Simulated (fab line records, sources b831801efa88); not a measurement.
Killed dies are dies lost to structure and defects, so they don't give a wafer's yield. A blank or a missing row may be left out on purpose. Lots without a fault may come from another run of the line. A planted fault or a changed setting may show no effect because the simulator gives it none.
Problem report in the 8D (eight disciplines) form, filled by code | flow sfq_line | the parts of the form that need people (team, actions taken, sign-off) are left out

1. THE PROBLEM
run_length_s at SFQ_TRILAYER_I3_VIA_BARC_OPEN_VIA_ETCH_121 reads a mean of 72.7 s on 2 wafers of 2 lots; wafers without a fault read 69.9 s with a standard deviation of 0.52. That is +5.3 standard deviations from the usual mean.
The step: etches BARC in O2, target depth 125 nm, time 41.7 s.
First seen on wafer L734.3, day 44 19:41, on rie_diel-03. The record holds 39 wafers of 14 lots with a number at this step. Rule for "out", or "out of limits": more than 4 standard deviations from the usual mean. The other wafers with a number count as sound.

2. WHAT IT IS AND WHAT IT IS NOT
question                    | is                | is not
which readings at this step | run_length_s      | -
which lots                  | L734, L736        | L722, L723, L724, L725, L727, L728, L729, L740, L741, L742, L743, L744
which wafers of those lots  | L734.3, L736.6    | L734.5
read on which tools         | rie_diel-03       | rie_diel-01, rie_diel-04
when                        | from day 44 19:41 | up to then (22 sound wafers); but 15 sound wafers of L740, L741, L742, L743, L744 came after

3. SUSPECTS, AND WHAT RULES EACH OUT
Counting: a tool at a process step up to the reading stays a suspect if it ran every lot that is out. Sound lots after the first of them don't rule it out here, since some wafers of a struck lot are sound.
- rie_diel-03 at SFQ_TRILAYER_I3_VIA_BARC_OPEN_VIA_ETCH_121 (etches BARC in O2, target depth 125 nm, time 41.7 s): kept. It ran every lot that is out, first L734 (day 44 19:41); its last sound lot up to then is L729 (day 42 04:59). Its own readings are out on those wafers: run_length_s.
- Within rie_diel-03 at SFQ_TRILAYER_I3_VIA_BARC_OPEN_VIA_ETCH_121: the wafers that are out ran in chambers 1, 3; their sound lot-mates ran in chamber 2.
Left after counting: rie_diel-03 at SFQ_TRILAYER_I3_VIA_BARC_OPEN_VIA_ETCH_121.

4. THE CAUSE (what the simulator had put in)
Process parameter drift: rie_diel-03, from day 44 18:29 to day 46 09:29, at SFQ_TRILAYER_I3_VIA_BARC_OPEN_VIA_ETCH_121. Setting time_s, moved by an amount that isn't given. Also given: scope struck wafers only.
Counting left only this tool.

5. THE CHAIN OF EFFECTS, in route order
Each row: a reading whose mean over the struck wafers that have a number lies more than 3 standard deviations from the usual. Only readings for which the record gives a usual standard deviation are gone through. hours: the time from each lot's start at the first step in this table that gives one to its start at this step, as a median over the lots. sigmas: the change in usual standard deviations.
hours | step                                       | reading      | usual  | on struck wafers | change | sigmas
0     | SFQ_TRILAYER_I3_VIA_BARC_OPEN_VIA_ETCH_121 | run_length_s | 69.9 s | 72.7             | +2.8   | +5.3
The process steps in it:
- SFQ_TRILAYER_I3_VIA_BARC_OPEN_VIA_ETCH_121: etches BARC in O2, target depth 125 nm, time 41.7 s.

6. WHAT WOULD HAVE CAUGHT IT SOONER
In this record the first reading out of limits was taken at day 44 19:41, 1 hour after the fault began at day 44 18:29.
